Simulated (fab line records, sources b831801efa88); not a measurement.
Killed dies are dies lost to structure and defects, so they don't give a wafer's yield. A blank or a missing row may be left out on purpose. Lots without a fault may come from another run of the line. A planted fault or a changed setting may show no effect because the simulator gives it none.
One fault seen from 2 desks | flow gf180mcu | each desk has only its own numbers; what lay behind them comes last

THE TOOL OWNER'S DESK: cmp-02
The tool's own readings at GF_V5_CMP_26 (polishes, stops on SiO2, t overpolish 15 s, target thk 0 nm): means of the sampled wafers that have a number, for each lot that ran on this tool. A lot is out of limits, marked OUT, if its mean lies more than 4 standard deviations from the usual mean; the brackets give that distance.
Columns: A = motor_current_A at GF_V5_CMP_26, usual 11.0 A; B = overpolish_run_s at GF_V5_CMP_26, usual 14.999 s; C = time_to_endpoint_s at GF_V5_CMP_26, usual 84.0 s
lot  | first seen here | A    | B                        | C
L336 | day 27 19:49    | 11.1 | 14.999                   | 82.5
L338 | day 28 08:14    | 11.5 | 15.014                   | 84.8
L341 | day 29 10:11    | 10.0 | 15.006                   | 83.0
L342 | day 29 19:30    | 10.5 | 14.988                   | 81.4
L343 | day 30 06:43    | 10.3 | 14.999                   | 82.1
L346 | day 30 22:29    | 11.5 | 14.995                   | 82.2
L348 | day 31 06:19    | 11.4 | 14.998                   | 83.9
L349 | day 31 21:09    | 11.5 | 10.018 (-99 or more) OUT | 97.2 (+4.5) OUT
L350 | day 32 05:23    | 11.3 | 10.015 (-99 or more) OUT | 98.1 (+4.9) OUT
L351 | day 32 07:40    | 10.8 | 10.013 (-99 or more) OUT | 103.0 (+6.6) OUT
This desk's finding: out of limits on L349, L350, L351; first on L349, day 31 21:09 (overpolish_run_s at GF_V5_CMP_26). In limits: L336, L338, L341, L342, L343, L346, L348.

THE METROLOGY DESK
What the gauges read, lot by lot, whatever tool the lot ran on: means of the sampled wafers that have a number. A lot is out of limits, marked OUT, if its mean lies more than 4 standard deviations from the usual mean; the brackets give that distance.
Columns: A = V4_W_RS at GF_V4_RS_MEAS_24, usual 0.331 ohm/sq; B = cd_nm at GF_M5_CD_MEAS_07, usual 280.0 nm
lot  | first seen here | A     | B
L336 | day 25 01:46    | 0.326 | 280.3
L337 | day 25 11:02    | 0.331 | 279.5
L338 | day 25 14:54    | 0.328 | 281.4
L341 | day 26 20:48    | 0.339 | 278.3
L342 | day 27 05:10    | 0.330 | 282.8
L343 | day 27 18:43    | 0.337 | 279.4
L345 | day 28 03:32    | 0.330 | 280.3
L346 | day 28 10:32    | 0.325 | 279.2
L348 | day 28 18:36    | 0.332 | 280.8
L349 | day 29 10:53    | 0.327 | 279.3
L350 | day 29 19:39    | 0.328 | 277.4
L351 | day 29 23:58    | 0.333 | 280.3
L356 | day 31 03:16    | 0.332 | 279.9
This desk's finding: nothing out of limits on any of the 13 lots.

PUT TOGETHER
The tool owner's desk could have raised an alarm at day 31 21:09, on L349, L350, L351.
The metrology desk saw nothing out of limits.
The metrology desk has L349, L350, L351 on record, within its limits.
Of the lots named, all ran GF_V5_CMP_26 on cmp-02.

WHAT THE SIMULATOR HAD PUT IN
Process parameter drift: cmp-02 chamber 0, from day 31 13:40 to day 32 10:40, at GF_V5_CMP_26. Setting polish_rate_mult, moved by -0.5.
Lots struck among those shown: L349, L350, L351.
Hours from the fault's start to each desk's first reading out of limits: the tool owner's desk, 7.
